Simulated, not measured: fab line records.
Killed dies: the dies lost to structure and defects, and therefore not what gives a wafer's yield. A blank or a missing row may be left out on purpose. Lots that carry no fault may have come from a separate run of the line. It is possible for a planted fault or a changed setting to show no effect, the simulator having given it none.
Chamber matching | flow gf180mcu | GF_MIM_CVD_05 on pecvd-04: 3 sister chambers
The step deposits Si3N4, target thk 42 nm, time 29.086 s. 6 wafers are shown with their chamber, then 10 later ones without.

== WAFERS PAIRED WITH THEIR CHAMBERS ==
wafer  | chamber | heater-power-w (W)
L083.5 | 1       | 709
L086.1 | 0       | 522
L086.3 | 2       | 612
L086.6 | 0       | 545
L091.2 | 2       | 621
L091.3 | 1       | 654

== WAFERS WITH NO CHAMBER GIVEN ==
wafer  | heater-power-w (W)
L091.4 | 605
L092.2 | 679
L092.5 | 698
L092.6 | 560
L094.2 | 685
L094.3 | 547
L094.4 | 681
L096.3 | 623
L096.5 | 680
L096.6 | 628

== EACH ONE'S CHAMBER ==
wafer  | from the rows above     | in truth
L091.4 | 2                       | 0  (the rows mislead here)
L092.2 | 1                       | 1
L092.5 | 1                       | 1
L092.6 | can't be placed: 0 or 2 | 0
L094.2 | 1                       | 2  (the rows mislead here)
L094.3 | 0                       | 0
L094.4 | 1                       | 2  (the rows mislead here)
L096.3 | 2                       | 2
L096.5 | 1                       | 1
L096.6 | can't be placed: 2 or 1 | 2
Placed correctly: 5 of 10. From these rows, 2 cannot be placed; in 2 the true chamber is one of the candidates. Number placed wrongly: 3.
How it was worked out, from the rows above alone: a wafer's distance from a chamber is the root of the sum, over the readings, of the square of ((its reading less the chamber's mean) divided by the reading's scatter). The wafer belongs to the nearest chamber; if the next one is less than 2 further off, it can't be placed. The mean given for a chamber averages the wafers shown for that chamber. The scatter: take each reading less its chamber's mean, square it, sum over the shown wafers, divide by the number of wafers less the number of chambers, and take the root.
